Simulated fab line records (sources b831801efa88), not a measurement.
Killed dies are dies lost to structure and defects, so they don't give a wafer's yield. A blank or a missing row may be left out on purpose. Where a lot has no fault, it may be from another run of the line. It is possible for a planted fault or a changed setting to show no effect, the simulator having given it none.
Comparing a struck lot with a sound one    flow gf180mcu    15 steps out of a route of 602
Sound: the wafers L735.1, L735.3, L735.4. The struck wafers were L755.3, L755.5, L755.6. The cause is given at the end.
Each step with rows lists, per side, the tool, then ch with its chambers, then its first start. Under that, the readings that differ: sound wafers    struck wafers    difference of the means    sigmas: that difference in standard deviations of wafers without a fault.
alike: a reading whose means differ by less than 2 such deviations, as well as words and numbers matching on both sides. not compared: withheld readings; readings where some wafer has no value; bounds like >300 that might hide an equal value; numbers whose values overlap and for which the record gives no deviation.
A row with sigmas, a row that says differs or no value, or rows on one side alone: a step with any of these is where the two part. Numbers that have no deviation but don't overlap get no sigmas and don't part them. Lack of a reading on every wafer of one side parts them only where that side has two or more wafers.

first, 4 steps without rows for these wafers: GF_V1_SOFTBAKE_10 (time 60 s); GF_V1_EXPOSE_11 (exposes mask Via1, target cd 260 nm); GF_V1_PEB_12 (peb time 90 s); GF_V1_DEVELOP_13 (develop time 60 s).
GF_V1_CD_MEAS_14: the cd target is 260 nm.
  sound on cd-sem-02 at day 19 01:45; struck on cd-sem-02 at day 25 18:41
  alike: cd-nm
GF_V1_OVL_MEAS_15:
  sound on overlay-02 at day 19 01:52; struck on overlay-02 at day 25 18:47
  alike: V1_OVL
GF_V1_ETCH_16: etches BARC in N2/H2.
  sound on rie-diel-04 ch 0,2,3, day 19 01:55; struck on rie-diel-01 ch 1,2,3, day 25 18:49
  alike: bias-w, drypump-motor-current-A, h2-flow-sccm, oes-product-au, rf-fwd-power-W, throttle-valve-pct
GF_V1_ETCH_17: etches SiO2 in C4F8/O2/Ar, stops on TiN, target depth 630 nm.
  sound on rie-diel-04 ch 0,2,3; struck on rie-diel-01 ch 1,2,3
  alike: bias-w, oes-product-au, rf-fwd-power-W
GF_V1_STRIP_18: strips in O2/N2.
  sound on plasma-asher-02 ch 0,1, day 19 02:02; struck on plasma-asher-02 ch 0,1, day 25 18:58
  alike: drypump-motor-current-A, heater-power-w, oes-product-au
  not compared: rf-hours-counter-h
then, 2 steps without rows for these wafers: GF_V1_STRIP_19 (strips in post etch residue remover, time 1200 s); GF_V1_CLEAN_20 (cleans in DIW).
GF_V1_SPUTTER_21: material Ti, target thk 15 nm, time 80.02 s.
  sound on pvd-sputter-04 at day 19 02:35; struck on pvd-sputter-01 at day 25 19:28
  alike: cathode-dc-power-W, chamber-pressure-pa, substrate-temp-c, throttle-valve-pct
GF_V1_SPUTTER_22: material TiN, target thk 10 nm, time 40 s.
  sound on pvd-sputter-04 at day 19 02:39; struck on pvd-sputter-01 at day 25 19:32
  no value came back on the struck wafers for cathode-dc-power-W (W), chamber-pressure-pa (Pa), throttle-valve-pct (%); on the sound wafers cathode-dc-power-W (W) reads 4001.0 4000.2 4000.4
GF_V1_CVD_23: deposits W, target thk 350 nm, time 105.05 s.
  sound on cvd-w-02 ch 0,1, day 19 02:41; struck on cvd-w-02 ch 0,1, day 25 19:37
  alike: heater-power-w
  not compared: since-wet-clean-h
-- the record jumps here: 9 days lie between the struck wafers' starts before and after (it left off in module V1 and takes up again in module PASSIVATION, whose first step shown is number 602 of the route) --
GF_PASSIVATION_PROBE_99:
  only the struck wafers here have rows in the record (prober-02, day 34 18:58); the sound ones have none

## WHERE THEY PART
Earliest at GF_V1_SPUTTER_22; latest, in this record, at GF_PASSIVATION_PROBE_99.

WHY: whatever the simulator had introduced
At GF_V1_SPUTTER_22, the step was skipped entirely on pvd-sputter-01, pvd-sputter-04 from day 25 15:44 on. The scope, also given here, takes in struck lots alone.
